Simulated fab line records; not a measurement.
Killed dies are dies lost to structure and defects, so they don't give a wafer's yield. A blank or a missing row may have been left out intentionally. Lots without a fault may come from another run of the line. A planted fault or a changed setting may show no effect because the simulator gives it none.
Which tool was responsible? / flow sfqLine / 14 lots with 42 wafers sampled at 4 steps, on a route of 325 steps

## WHAT THE GAUGES READ, wafer by wafer
SFQ_M7_RS_MEAS_943: the measuring method here is four-point-probe.
lot=L876; measured=day 73 16:19; on=filmMetro-01; M7_NB_RS (ohm/sq)=0.885 0.892 0.879
lot=L877; measured=day 73 18:44; on=filmMetro-03; M7_NB_RS (ohm/sq)=0.888 0.895 0.885
lot=L880; measured=day 76 22:26; on=filmMetro-03; M7_NB_RS (ohm/sq)=0.891 0.897 0.891
lot=L882; measured=day 77 08:01; on=filmMetro-04; M7_NB_RS (ohm/sq)=0.889 0.892 0.884
lot=L883; measured=day 77 09:13; on=filmMetro-03; M7_NB_RS (ohm/sq)=0.883 0.885 0.889
lot=L884; measured=day 79 09:37; on=filmMetro-04; M7_NB_RS (ohm/sq)=0.885 0.879 0.880
lot=L885; measured=day 80 01:50; on=filmMetro-03; M7_NB_RS (ohm/sq)=0.879 0.887 0.895
lot=L886; measured=day 80 18:37; on=filmMetro-04; M7_NB_RS (ohm/sq)=0.887 0.897 0.885
lot=L888; measured=day 80 23:25; on=filmMetro-03; M7_NB_RS (ohm/sq)=0.902 0.887 0.898
lot=L890; measured=day 81 05:26; on=filmMetro-04; M7_NB_RS (ohm/sq)=0.896 0.886 0.884
lot=L891; measured=day 81 07:14; on=filmMetro-01; M7_NB_RS (ohm/sq)=0.881 0.900 0.884
lot=L894; measured=day 81 19:50; on=filmMetro-03; M7_NB_RS (ohm/sq)=0.851 0.882 0.874
lot=L895; measured=day 82 02:49; on=filmMetro-04; M7_NB_RS (ohm/sq)=0.886 0.888 0.885
lot=L896; measured=day 82 08:48; on=filmMetro-01; M7_NB_RS (ohm/sq)=0.841 0.882 0.879

## WHAT TOOL EACH LOT RAN ON (gives the tool, then ch and the chambers of the sampled wafers, and finally the start)
lot=L876; SFQ_TRILAYER_C5_ETCH_VIA_ETCH_154=rieDiel-03 ch 0,3, day 62 21:52; SFQ_TRILAYER_I6_VIA_STRIP_STRIP_173=rieMetal-03 ch 0,1, day 73 15:23; SFQ_TRILAYER_M7_DEP_SPUTTER_175=pvdSputter-03, day 73 16:12
lot=L877; SFQ_TRILAYER_C5_ETCH_VIA_ETCH_154=rieDiel-02 ch 0,1,2, day 62 23:04; SFQ_TRILAYER_I6_VIA_STRIP_STRIP_173=rieMetal-01 ch 0,1, day 73 17:59; SFQ_TRILAYER_M7_DEP_SPUTTER_175=pvdSputter-05, day 73 18:36
lot=L880; SFQ_TRILAYER_C5_ETCH_VIA_ETCH_154=rieDiel-03 ch 0,1,3, day 70 07:10; SFQ_TRILAYER_I6_VIA_STRIP_STRIP_173=rieMetal-03 ch 0,1, day 76 21:31; SFQ_TRILAYER_M7_DEP_SPUTTER_175=pvdSputter-06, day 76 22:19
lot=L882; SFQ_TRILAYER_C5_ETCH_VIA_ETCH_154=rieDiel-03 ch 0,2, day 71 00:58; SFQ_TRILAYER_I6_VIA_STRIP_STRIP_173=rieMetal-01 ch 0,1, day 77 07:07; SFQ_TRILAYER_M7_DEP_SPUTTER_175=pvdSputter-03, day 77 07:55
lot=L883; SFQ_TRILAYER_C5_ETCH_VIA_ETCH_154=rieDiel-02 ch 0,2,3, day 71 22:29; SFQ_TRILAYER_I6_VIA_STRIP_STRIP_173=rieMetal-02 ch 0,1, day 77 08:19; SFQ_TRILAYER_M7_DEP_SPUTTER_175=pvdSputter-03, day 77 09:07
lot=L884; SFQ_TRILAYER_C5_ETCH_VIA_ETCH_154=rieDiel-03 ch 0,1,3, day 73 18:53; SFQ_TRILAYER_I6_VIA_STRIP_STRIP_173=rieMetal-02 ch 0,1, day 79 04:32; SFQ_TRILAYER_M7_DEP_SPUTTER_175=pvdSputter-05, day 79 09:31
lot=L885; SFQ_TRILAYER_C5_ETCH_VIA_ETCH_154=rieDiel-02 ch 0,1,3, day 74 10:29; SFQ_TRILAYER_I6_VIA_STRIP_STRIP_173=rieMetal-03 ch 0,1, day 80 00:56; SFQ_TRILAYER_M7_DEP_SPUTTER_175=pvdSputter-05, day 80 01:44
lot=L886; SFQ_TRILAYER_C5_ETCH_VIA_ETCH_154=rieDiel-02 ch 0,1,2, day 75 20:05; SFQ_TRILAYER_I6_VIA_STRIP_STRIP_173=rieMetal-01 ch 0,1, day 80 17:44; SFQ_TRILAYER_M7_DEP_SPUTTER_175=pvdSputter-05, day 80 18:32
lot=L888; SFQ_TRILAYER_C5_ETCH_VIA_ETCH_154=rieDiel-01 ch 1,2,3, day 76 00:53; SFQ_TRILAYER_I6_VIA_STRIP_STRIP_173=rieMetal-01 ch 0,1, day 80 22:32; SFQ_TRILAYER_M7_DEP_SPUTTER_175=pvdSputter-06, day 80 23:20
lot=L890; SFQ_TRILAYER_C5_ETCH_VIA_ETCH_154=rieDiel-03 ch 0,1,2, day 76 05:41; SFQ_TRILAYER_I6_VIA_STRIP_STRIP_173=rieMetal-01 ch 0,1, day 81 04:32; SFQ_TRILAYER_M7_DEP_SPUTTER_175=pvdSputter-03, day 81 05:20
lot=L891; SFQ_TRILAYER_C5_ETCH_VIA_ETCH_154=rieDiel-01 ch 0,1,3, day 76 08:05; SFQ_TRILAYER_I6_VIA_STRIP_STRIP_173=rieMetal-02 ch 1, day 81 05:56; SFQ_TRILAYER_M7_DEP_SPUTTER_175=pvdSputter-05, day 81 07:08
lot=L894; SFQ_TRILAYER_C5_ETCH_VIA_ETCH_154=rieDiel-03 ch 1,2,3, day 77 03:04; SFQ_TRILAYER_I6_VIA_STRIP_STRIP_173=rieMetal-03 ch 0,1, day 81 18:56; SFQ_TRILAYER_M7_DEP_SPUTTER_175=pvdSputter-05, day 81 19:44
lot=L895; SFQ_TRILAYER_C5_ETCH_VIA_ETCH_154=rieDiel-03 ch 2,3, day 77 08:14; SFQ_TRILAYER_I6_VIA_STRIP_STRIP_173=rieMetal-02 ch 0,1, day 82 01:54; SFQ_TRILAYER_M7_DEP_SPUTTER_175=pvdSputter-06, day 82 02:43
lot=L896; SFQ_TRILAYER_C5_ETCH_VIA_ETCH_154=rieDiel-03 ch 0,1,2, day 77 15:34; SFQ_TRILAYER_I6_VIA_STRIP_STRIP_173=rieMetal-02 ch 0,1, day 82 07:54; SFQ_TRILAYER_M7_DEP_SPUTTER_175=pvdSputter-05, day 82 08:43
- SFQ_TRILAYER_C5_ETCH_VIA_ETCH_154: etches SiO2 in CHF3, stops on Nb, target depth 84 nm.
- SFQ_TRILAYER_I6_VIA_STRIP_STRIP_173: strips in O2.
- SFQ_TRILAYER_M7_DEP_SPUTTER_175: material Nb, target thk 200 nm, time 133.3 s.

## WHAT THE TOOLS THEMSELVES READ (means of the sampled wafers that have a number; where no wafer has one, the mark that the record gives instead)
SFQ_TRILAYER_C5_ETCH_VIA_ETCH_154.
lot=L876; tool=rieDiel-03; drypumpMotorCurrentA (A)=6.2; oesProductAu (a.u.)=0.891; rfFwdPowerW (W)=495.3
lot=L877; tool=rieDiel-02; drypumpMotorCurrentA (A)=5.8; oesProductAu (a.u.)=0.893; rfFwdPowerW (W)=495.8
lot=L880; tool=rieDiel-03; drypumpMotorCurrentA (A)=6.2; oesProductAu (a.u.)=0.902; rfFwdPowerW (W)=493.4
lot=L882; tool=rieDiel-03; drypumpMotorCurrentA (A)=5.9; oesProductAu (a.u.)=0.889; rfFwdPowerW (W)=496.0
lot=L883; tool=rieDiel-02; drypumpMotorCurrentA (A)=5.5; oesProductAu (a.u.)=0.890; rfFwdPowerW (W)=494.9
lot=L884; tool=rieDiel-03; drypumpMotorCurrentA (A)=6.2; oesProductAu (a.u.)=0.893; rfFwdPowerW (W)=493.6
lot=L885; tool=rieDiel-02; drypumpMotorCurrentA (A)=6.0; oesProductAu (a.u.)=0.890; rfFwdPowerW (W)=494.6
lot=L886; tool=rieDiel-02; drypumpMotorCurrentA (A)=5.8; oesProductAu (a.u.)=0.894; rfFwdPowerW (W)=496.3
lot=L888; tool=rieDiel-01; drypumpMotorCurrentA (A)=5.9; oesProductAu (a.u.)=0.900; rfFwdPowerW (W)=495.9
lot=L890; tool=rieDiel-03; drypumpMotorCurrentA (A)=6.0; oesProductAu (a.u.)=0.899; rfFwdPowerW (W)=494.4
lot=L891; tool=rieDiel-01; drypumpMotorCurrentA (A)=6.3; oesProductAu (a.u.)=0.900; rfFwdPowerW (W)=495.6
lot=L894; tool=rieDiel-03; drypumpMotorCurrentA (A)=6.1; oesProductAu (a.u.)=0.901; rfFwdPowerW (W)=495.9
lot=L895; tool=rieDiel-03; drypumpMotorCurrentA (A)=6.2; oesProductAu (a.u.)=0.903; rfFwdPowerW (W)=495.7
lot=L896; tool=rieDiel-03; drypumpMotorCurrentA (A)=6.0; oesProductAu (a.u.)=0.899; rfFwdPowerW (W)=496.1

SFQ_TRILAYER_I6_VIA_STRIP_STRIP_173.
lot=L876; tool=rieMetal-03; drypumpMotorCurrentA (A)=6.4; heBacksideLeakSccm (sccm)=3.5; oesProductAu (a.u.)=0.994
lot=L877; tool=rieMetal-01; drypumpMotorCurrentA (A)=5.6; heBacksideLeakSccm (sccm)=3.4; oesProductAu (a.u.)=1.001
lot=L880; tool=rieMetal-03; drypumpMotorCurrentA (A)=6.4; heBacksideLeakSccm (sccm)=3.6; oesProductAu (a.u.)=0.995
lot=L882; tool=rieMetal-01; drypumpMotorCurrentA (A)=5.9; heBacksideLeakSccm (sccm)=3.4; oesProductAu (a.u.)=1.003
lot=L883; tool=rieMetal-02; drypumpMotorCurrentA (A)=5.8; heBacksideLeakSccm (sccm)=3.6; oesProductAu (a.u.)=0.998
lot=L884; tool=rieMetal-02; drypumpMotorCurrentA (A)=5.8; heBacksideLeakSccm (sccm)=3.5; oesProductAu (a.u.)=0.990
lot=L885; tool=rieMetal-03; drypumpMotorCurrentA (A)=6.3; heBacksideLeakSccm (sccm)=3.5; oesProductAu (a.u.)=1.006
lot=L886; tool=rieMetal-01; drypumpMotorCurrentA (A)=5.6; heBacksideLeakSccm (sccm)=3.3; oesProductAu (a.u.)=0.997
lot=L888; tool=rieMetal-01; drypumpMotorCurrentA (A)=5.6; heBacksideLeakSccm (sccm)=3.3; oesProductAu (a.u.)=1.008
lot=L890; tool=rieMetal-01; drypumpMotorCurrentA (A)=5.6; heBacksideLeakSccm (sccm)=3.4; oesProductAu (a.u.)=1.011
lot=L891; tool=rieMetal-02; drypumpMotorCurrentA (A)=5.1; heBacksideLeakSccm (sccm)=4.0; oesProductAu (a.u.)=0.993
lot=L894; tool=rieMetal-03; drypumpMotorCurrentA (A)=6.4; heBacksideLeakSccm (sccm)=3.6; oesProductAu (a.u.)=0.991
lot=L895; tool=rieMetal-02; drypumpMotorCurrentA (A)=5.8; heBacksideLeakSccm (sccm)=3.5; oesProductAu (a.u.)=1.001
lot=L896; tool=rieMetal-02; drypumpMotorCurrentA (A)=5.5; heBacksideLeakSccm (sccm)=3.6; oesProductAu (a.u.)=0.996

SFQ_TRILAYER_M7_DEP_SPUTTER_175.
lot=L876; tool=pvdSputter-03; cathodeDcPowerW (W)=2000.0; throttleValvePct (%)=29.7
lot=L877; tool=pvdSputter-05; cathodeDcPowerW (W)=2000.0; throttleValvePct (%)=30.6
lot=L880; tool=pvdSputter-06; cathodeDcPowerW (W)=2000.0; throttleValvePct (%)=29.2
lot=L882; tool=pvdSputter-03; cathodeDcPowerW (W)=1999.9; throttleValvePct (%)=29.6
lot=L883; tool=pvdSputter-03; cathodeDcPowerW (W)=2000.0; throttleValvePct (%)=28.4
lot=L884; tool=pvdSputter-05; cathodeDcPowerW (W)=2000.1; throttleValvePct (%)=29.8
lot=L885; tool=pvdSputter-05; cathodeDcPowerW (W)=2000.2; throttleValvePct (%)=29.9
lot=L886; tool=pvdSputter-05; cathodeDcPowerW (W)=2000.2; throttleValvePct (%)=30.2
lot=L888; tool=pvdSputter-06; cathodeDcPowerW (W)=1999.9; throttleValvePct (%)=28.5
lot=L890; tool=pvdSputter-03; cathodeDcPowerW (W)=2000.3; throttleValvePct (%)=28.3
lot=L891; tool=pvdSputter-05; cathodeDcPowerW (W)=1999.5; throttleValvePct (%)=30.9
lot=L894; tool=pvdSputter-05; cathodeDcPowerW (W)=2029.4; throttleValvePct (%)=30.7
lot=L895; tool=pvdSputter-06; cathodeDcPowerW (W)=2000.4; throttleValvePct (%)=28.9
lot=L896; tool=pvdSputter-05; cathodeDcPowerW (W)=2029.5; throttleValvePct (%)=29.6

## THE ANSWER, worked out from the rows above alone
Rule: the lots themselves supply what counts as usual. Put in order of their means at a reading, lots are off if they are a third of the lots or fewer, leave a main group of 4 or more, and stand apart from it by a gap of 3 or more times the standard deviation of the main group's means; of several such gaps the widest counts. If all means in a main group match to the digits the tables above print for the reading, that group is not used. Also off: a lot with no number at a reading for which 4 or more lots have one. All remaining lots with rows at the step are treated as sound. Order of review: gauges by route order, followed by the tools' own readings, for which a lot's mean as printed above is used. At the first step where some lot is off, the reading lying furthest off is the one used; lots without a number count as furthest.
Off: at SFQ_M7_RS_MEAS_943 (M7_NB_RS), L894, L896. The main group has a mean of 0.888 ohm/sq with a standard deviation of 0.0035.
If a tool, at a process step before that reading, ran all the lots that are off and no sound lot after the first of them, it fits. Not tried: the gauges at SFQ_M7_RS_MEAS_943; whatever is off there is also off at SFQ_TRILAYER_M7_DEP_SPUTTER_175, on other tools, and gauge error can't account for it. One fits: pvdSputter-05 at SFQ_TRILAYER_M7_DEP_SPUTTER_175. A fault onset in the window from L891 (day 81 07:08, its last sound lot) to L894 (day 81 19:44, its first lot off) fits.
On the lots that are off, the tool's own readings at SFQ_TRILAYER_M7_DEP_SPUTTER_175 differ by more than 5 times the standard deviation of the sound lots' means, which bears it out; cathodeDcPowerW reads 2029.5 W there versus 2000.0 W on the sound lots.

## WHAT THE SIMULATOR PUT IN
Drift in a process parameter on pvdSputter-05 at SFQ_TRILAYER_M7_DEP_SPUTTER_175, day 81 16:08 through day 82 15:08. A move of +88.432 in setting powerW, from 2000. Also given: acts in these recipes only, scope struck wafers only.
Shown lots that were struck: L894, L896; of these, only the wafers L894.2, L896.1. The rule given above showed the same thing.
